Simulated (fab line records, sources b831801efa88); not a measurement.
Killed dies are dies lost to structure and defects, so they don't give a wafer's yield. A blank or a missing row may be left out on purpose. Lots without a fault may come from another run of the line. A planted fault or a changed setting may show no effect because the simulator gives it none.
fab line records | flow sky130
record lots=14 wafers=42 last_day=50
route steps=708 shown CONTACT@407
lots that met no fault: from a run of the same line without faults
start_h: hours from the record's first day to the start of the lot's first wafer shown | wait_h: hours since the lot's step before | " the same as in the row above | L1.1+2: a row that stands for several wafers | - no value, or no start given | * or withheld: withheld | < > ~ a bound
route shown NAME@n: a module of which the file shows steps, and the number in the route of the first | usual: mean/standard deviation of fault-free wafers | same: alike in all rows | chamber/n: place in a boat | sites: the reading at each site | _std_site: their standard deviation | _edge_site: outer sites' mean less inner sites' | radius_mm: how far each site lies from the wafer's centre | mask NAME#n: copy n | behind: the tool/chamber that last shaped the wafer | hold: why the lot was held/for how many hours/how that ended | device: the transistor (n, p or np) that didn't switch | end of line: the same wafers' tests at the end of the route | a step without rows: its recipe alone | killed: dies lost to structure and defects at the first sort, not the wafer's yield | map: a wafer's dies, x killed, . not, _ none there
set.NAME: the setting as run; set.NAME@STEP: as run at that earlier step | model.NAME: the simulator's own value behind a step, which no gauge read
steps of the route over a sample of lots; a table a step, a row a wafer
services: from which hour (start_h, from the record's first day; less than 0 if before it) a tool's chamber was out of use, for how many hours, and why
## steps
# step SKY_CONTACT_THK_MEAS_01
# recipe reads=Si3N4_of_CONTACT_CVD_00
# usual CONTACT_CVD_00_THK=75.2/1
# columns lot.wafer tool chamber start_h wait_h CONTACT_CVD_00_THK[nm]
L429.1 film_metro-02 - 711.99 - 74.3
L429.2 " - " " 75.0
L429.6 " - " " 76.3
L430.1 film_metro-03 - 721.92 - 76.0
L430.2 " - " " 76.4
L430.6 " - " " 76.0
L432.3 film_metro-01 - 743.17 - 72.3
L432.5 " - " " 75.1
L432.6 " - " " 73.7
L435.1 film_metro-01 - 767.13 - 74.3
L435.2 " - " " 74.4
L435.5 " - " " 74.8
L436.2 film_metro-02 - 777.22 - 75.0
L436.4 " - " " 75.9
L436.6 " - " " 75.7
L438.3 film_metro-01 - 794.26 - 73.9
L438.4 " - " " 74.8
L438.6 " - " " 74.5
L439.4 film_metro-01 - 801.04 - 75.5
L439.5 " - " " 76.5
L439.6 " - " " 76.2
L440.2 film_metro-01 - 812.58 - 75.0
L440.4 " - " " 75.5
L440.6 " - " " 75.8
L441.2 film_metro-03 - 816.09 - 75.0
L441.3 " - " " 74.6
L441.6 " - " " 75.3
L445.2 film_metro-03 - 845.80 - 74.1
L445.4 " - " " 74.9
L445.5 " - " " 76.5
L449.1 film_metro-03 - 868.79 - 74.6
L449.3 " - " " 73.9
L449.6 " - " " 76.2
L450.2 film_metro-02 - 874.06 - 73.7
L450.3 " - " " 74.8
L450.4 " - " " 75.2
L451.1 film_metro-02 - 879.55 - 73.6
L451.2 " - " " 74.8
L451.3 " - " " 73.2
L452.3 film_metro-03 - 894.72 - 75.7
L452.4 " - " " 77.3
L452.5 " - " " 76.6
# step SKY_CONTACT_THK_MEAS_03
# recipe reads=SiO2_of_CONTACT_HDPCVD_02
# usual CONTACT_HDPCVD_THK=567/7.1
# columns lot.wafer tool chamber start_h wait_h CONTACT_HDPCVD_THK[nm]
L429.1 film_metro-01 - 712.12 0.0 569
L429.2 " - " " 561
L429.6 " - " " 558
L430.1 film_metro-01 - 722.05 0.0 572
L430.2 " - " " 558
L430.6 " - " " 563
L432.3 film_metro-01 - 743.30 0.1 556
L432.5 " - " " 560
L432.6 " - " " 572
L435.1 film_metro-02 - 767.25 0.0 564
L435.2 " - " " 558
L435.5 " - " " 556
L436.2 film_metro-01 - 777.34 0.0 567
L436.4 " - " " 574
L436.6 " - " " 573
L438.3 film_metro-03 - 794.39 0.1 562
L438.4 " - " " 575
L438.6 " - " " 562
L439.4 film_metro-03 - 801.17 0.0 569
L439.5 " - " " 560
L439.6 " - " " 579
L440.2 film_metro-02 - 812.71 0.0 574
L440.4 " - " " 572
L440.6 " - " " 573
L441.2 film_metro-02 - 816.22 0.0 563
L441.3 " - " " 582
L441.6 " - " " 565
L445.2 film_metro-02 - 845.93 0.0 573
L445.4 " - " " 574
L445.5 " - " " 570
L449.1 film_metro-01 - 868.92 0.0 566
L449.3 " - " " 551
L449.6 " - " " 550
L450.2 film_metro-01 - 874.19 0.0 572
L450.3 " - " " 561
L450.4 " - " " 563
L451.1 film_metro-03 - 879.68 0.0 566
L451.2 " - " " 562
L451.3 " - " " 563
L452.3 film_metro-01 - 894.85 0.1 571
L452.4 " - " " 581
L452.5 " - " " 571
# step SKY_CONTACT_DEVELOP_13
# recipe develop_time_s=60 resist=KrF-thick dev_temp_c=21
# usual chill_plate_temp_C=23.00/0.097 develop_time_s=60/0
# columns lot.wafer tool chamber start_h wait_h chill_plate_temp_C develop_time_s
L429.1 litho_track-04 0 739 - 23.12 60
L429.2 " 0 " " 22.88 60
L429.6 " 0 740 - 23.00 60
L430.1 litho_track-02 0 749 - 22.92 60
L430.2 " 0 " " 22.89 60
L430.6 " 0 " " 23.04 60
L432.3 litho_track-04 0 769 - 23.17 60
L432.5 " 0 " " 23.08 60
L432.6 " 0 " " 22.98 60
L435.1 litho_track-02 0 791 - 23.24 60
L435.2 " 0 " " 23.16 60
L435.5 " 0 " " 23.11 60
L436.2 litho_track-02 0 802 - 23.04 60
L436.4 " 0 " " 23.07 60
L436.6 " 0 " " 22.92 60
L438.3 litho_track-04 0 818 - 22.96 60
L438.4 " 0 " " 23.02 60
L438.6 " 0 " " 22.95 60
L439.4 litho_track-03 - 825 - - -
L439.5 " - " " - -
L439.6 " - " " - -
L440.2 litho_track-04 - 837 - - -
L440.4 " - " " - -
L440.6 " - " " - -
L441.2 litho_track-03 0 842 - 22.78 60
L441.3 " 0 " " 22.95 60
L441.6 " 0 " " 22.86 60
L445.2 litho_track-04 0 872 - 23.03 60
L445.4 " 0 " " 22.99 60
L445.5 " 0 " " 23.16 60
L449.1 litho_track-04 0 893 - 22.97 60
L449.3 " 0 " " 22.97 60
L449.6 " 0 " " 23.08 60
L450.2 litho_track-04 0 900 - 23.16 60
L450.3 " 0 " " 23.04 60
L450.4 " 0 " " 23.00 60
L451.1 litho_track-03 0 904 - 23.01 60
L451.2 " 0 " " 22.98 60
L451.3 " 0 " " 22.93 60
L452.3 litho_track-04 0 920 - 23.08 60
L452.4 " 0 " " 22.89 60
L452.5 " 0 " " 23.07 60
# step SKY_CONTACT_ETCH_16
# recipe chemistry=N2/H2 target=BARC ion_energy_ev=200 source_w=500 bias_w=100 pressure_mtorr=30 n2_flow_sccm=100 h2_flow_sccm=200 stop_on=SiO2 time_s=45.9 target_depth_a=600
# usual drypump_motor_current_A=5.8/0.45 oes_product_au=0.855/0.0047 throttle_valve_pct=13.225/0.0083
# columns lot.wafer tool chamber start_h wait_h drypump_motor_current_A oes_product_au rf_hours_counter_h throttle_valve_pct
L429.1 rie_diel-02 2 740.25 0.0 5.8 0.857 16 13.216
L429.2 " 0 " " 6.2 0.846 8 13.236
L429.6 " 0 " " 6.1 0.858 - 13.228
L430.1 rie_diel-01 1 749.39 0.0 5.0 0.863 15 13.227
L430.2 " 0 " " 5.6 0.858 1 13.231
L430.6 " 1 " " 5.0 0.855 - 13.214
L432.3 rie_diel-03 3 770.00 0.0 6.4 0.852 15 13.218
L432.5 " 1 " " 5.3 0.849 - 13.239
L432.6 " 0 " " 5.4 0.859 - 13.234
L435.1 rie_diel-02 3 792.14 0.0 6.4 0.846 11 13.216
L435.2 " 0 " " 6.2 0.859 10 13.218
L435.5 " 2 " " 5.8 0.855 - 13.220
L436.2 rie_diel-02 0 802.39 0.0 6.2 0.858 10 13.223
L436.4 " 3 " " 6.4 0.851 - 13.223
L436.6 " 0 " " 6.2 0.856 - 13.219
L438.3 rie_diel-03 1 818.80 0.0 5.4 0.848 3 13.225
L438.4 " 3 " " 6.4 0.855 17 13.223
L438.6 " 1 " " 5.4 0.858 - 13.221
L439.4 rie_diel-02 3 825.72 0.0 6.4 0.842 - 13.237
L439.5 " 2 " " 5.8 0.853 - 13.220
L439.6 " 0 " " 6.2 0.862 - 13.233
L440.2 rie_diel-01 0 837.70 0.0 5.6 0.847 3 13.234
L440.4 " 0 " " 5.6 0.861 - 13.226
L440.6 " 2 " " 5.5 0.861 - 13.223
L441.2 rie_diel-03 1 842.40 0.0 5.3 0.861 4 13.236
L441.3 " 2 " " 5.7 0.857 3 13.238
L441.6 " 1 " " 5.3 0.853 - 13.234
L445.2 rie_diel-03 3 872.50 0.0 6.4 0.856 19 13.216
L445.4 " 0 " " 5.4 0.853 13 13.225
L445.5 " 3 " " 6.4 0.864 - 13.231
L449.1 rie_diel-03 2 893.65 0.0 5.7 0.842 5 13.225
L449.3 " 1 " " 5.3 0.855 5 13.224
L449.6 " 3 " " 6.4 0.854 - 13.223
L450.2 rie_diel-02 1 900.80 0.0 5.3 0.854 19 13.236
L450.3 " 3 " " 6.4 0.858 16 13.202
L450.4 " 0 " " 6.1 0.854 13 13.237
L451.1 rie_diel-03 1 905.00 0.0 5.3 0.851 6 13.207
L451.2 " 3 " " 6.4 0.850 20 13.236
L451.3 " 0 " " 5.5 0.860 14 13.218
L452.3 rie_diel-01 0 920.55 0.0 5.6 0.856 6 13.219
L452.4 " 3 " " 6.1 0.855 2 13.239
L452.5 " 3 " " 6.1 0.867 - 13.232
## services
# columns tool chamber start_h hours kind
rie_diel-03 - 718.48 0.3 repair
rie_diel-01 0 722.19 - clean
rie_diel-01 0 722.19 11.0 scheduled_down
rie_diel-01 0 722.19 11.0 vent_cycle
rie_diel-02 - 725.96 0.5 repair
rie_diel-03 - 733.45 0.9 repair
rie_diel-02 1 769.06 130.0 repair
rie_diel-01 0 806.70 5.4 repair
rie_diel-02 - 818.36 2.8 pm
rie_diel-02 - 827.24 14.6 pm
rie_diel-03 0 835.31 12.3 repair
rie_diel-01 3 836.90 - clean
rie_diel-01 3 836.90 13.7 scheduled_down
rie_diel-01 3 836.90 13.7 vent_cycle
rie_diel-01 2 839.34 49.8 repair
rie_diel-03 - 844.97 4.3 pm
rie_diel-02 - 864.72 0.3 repair
rie_diel-02 0 868.22 10.3 repair
rie_diel-02 2 882.95 8.6 repair
rie_diel-02 0 889.35 3.4 repair
rie_diel-03 2 905.64 2.8 repair
## key
first_sign step=SKY_CONTACT_DEVELOP_13 reading=tool_record direction=missing
effect none on later readings
met_at SKY_CONTACT_DEVELOP_13
struck_lots L439,L440
later_rows_left_out L439.4,L439.5,L439.6,L440.2,L440.4,L440.6
sort_left_out L439.4,L439.5,L439.6,L440.2,L440.4,L440.6
tester_left_out L439,L440
not_acting_at SKY_CONTACT_THK_MEAS_01,SKY_CONTACT_THK_MEAS_03,SKY_CONTACT_ETCH_16
onset_between 818 825
fault kind=skipped_step_whole tool=litho_track-03,litho_track-04 chamber=- onset_h=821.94 steps=SKY_CONTACT_DEVELOP_13 scope=struck_lots_only
# tester_left_out: of these lots the tester's yield and bins aren't shown, on N5 and GAA mostly nor the transistor test; their killed dies are dies lost to structure and defects alone, not to doping, threshold or leakage, so they don't give the yield
# sort_left_out: the simulated sort isn't trusted on such a fault, so these wafers' sort isn't shown, and their yield isn't known
# later_rows_left_out: the simulator's readings of these wafers behind a module that went badly wrong aren't trusted and aren't shown, but for the sort
